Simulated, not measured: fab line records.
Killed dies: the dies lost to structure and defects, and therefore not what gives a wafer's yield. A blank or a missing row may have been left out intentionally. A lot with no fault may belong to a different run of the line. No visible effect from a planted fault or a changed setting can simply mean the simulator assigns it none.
Problem report in the 8D (eight disciplines) form, filled by code || flow sfq_line || the parts of the form that need people (team, actions taken, sign-off) are left out

1. PROBLEM STATEMENT
At SFQ_TRILAYER_I0_METRO_MEASURE_029, thk_nm averages 183.6 nm over 3 wafers from 3 lots, while fault-free wafers read 199.7 nm, standard deviation 1. That is -16 standard deviations from the usual mean.
Earliest sighting: wafer L513.1 on film_metro-02 at day 14 14:20. At this step, 43 wafers from 15 lots have a number in the record. Rule for "out" (also "out of limits"): further than 4 standard deviations from the usual mean. All remaining wafers that have a number are taken as sound.

2. WHAT IT IS AND WHAT IT IS NOT
{"question": "which readings at this step", "is": "thk_nm", "is not": "-"}
{"question": "which lots", "is": "L513, L514, L518", "is not": "L506, L507, L508, L509, L510, L515, L517, L525, L526, L527, L528, L529"}
{"question": "which wafers of those lots", "is": "L513.1, L514.1, L518.1", "is not": "L513.2, L513.3, L514.3, L518.3"}
{"question": "read on which tools", "is": "film_metro-02, film_metro-03", "is not": "film_metro-04"}
{"question": "when", "is": "from day 14 14:20", "is not": "up to then (17 sound wafers); but 23 sound wafers of L514, L515, L517, L518, L525, L526, L527, L528, L529 came after"}

3. WHAT RULES OUT EACH SUSPECT
Counting: if a tool at a process step up to the reading ran every lot that is out, it stays a suspect. Sound lots after the first of them don't rule it out here, since some wafers of a struck lot are sound.
- cmp-02 at SFQ_TRILAYER_I0_CMP_CMP_028 (polishes SiO2): kept. Ran every lot that is out, first one L513 (day 14 11:13); last sound lot up to then L510 (day 13 00:20).
Left after counting: cmp-02 at SFQ_TRILAYER_I0_CMP_CMP_028.

4. THE CAUSE (what the simulator had put in)
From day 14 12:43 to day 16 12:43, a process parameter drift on cmp-02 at SFQ_TRILAYER_I0_CMP_CMP_028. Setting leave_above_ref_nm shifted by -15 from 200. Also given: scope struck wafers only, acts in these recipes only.
Counting left only this tool.

5. SEQUENCE OF EFFECTS, ordered by route
Each row: a reading where the mean over the struck wafers with a number is more than 3 standard deviations away from the usual. Only readings whose record carries a usual standard deviation are examined. hours: median over the lots of the time between each lot's start at the first step of this table that gives one and its start at this step. sigmas: the change, counted in usual standard deviations.
{"hours": 0, "step": "SFQ_TRILAYER_I0_METRO_MEASURE_029", "reading": "thk_nm", "usual": "199.7 nm", "on struck wafers": 183.6, "change": -16.1, "sigmas": -16}
{"hours": 131, "step": "SFQ_TRILAYER_I0_VIA_ETCH_VIA_ETCH_034", "reading": "oes_product_au", "usual": "0.853 a.u.", "on struck wafers": 0.813, "change": -0.040, "sigmas": -8.3}
The process steps in it:
- SFQ_TRILAYER_I0_METRO_MEASURE_029
- SFQ_TRILAYER_I0_VIA_ETCH_VIA_ETCH_034: etches SiO2 in CHF3, stops on Nb, target depth 260 nm.

6. WHAT WOULD HAVE CAUGHT IT SOONER
2 hours passed between the start of the fault at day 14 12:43 and the first reading out of limits in this record, taken at day 14 14:20.
No tool reading at SFQ_TRILAYER_I0_CMP_CMP_028 that has a usual standard deviation in the record was out on any struck wafer, so an alarm limit of 4 standard deviations on those readings would not have fired.
Of the lots that are out (3), L518 began SFQ_TRILAYER_I0_CMP_CMP_028 on cmp-02 after day 14 14:20. A tool hold placed at that time would have kept it from harm.
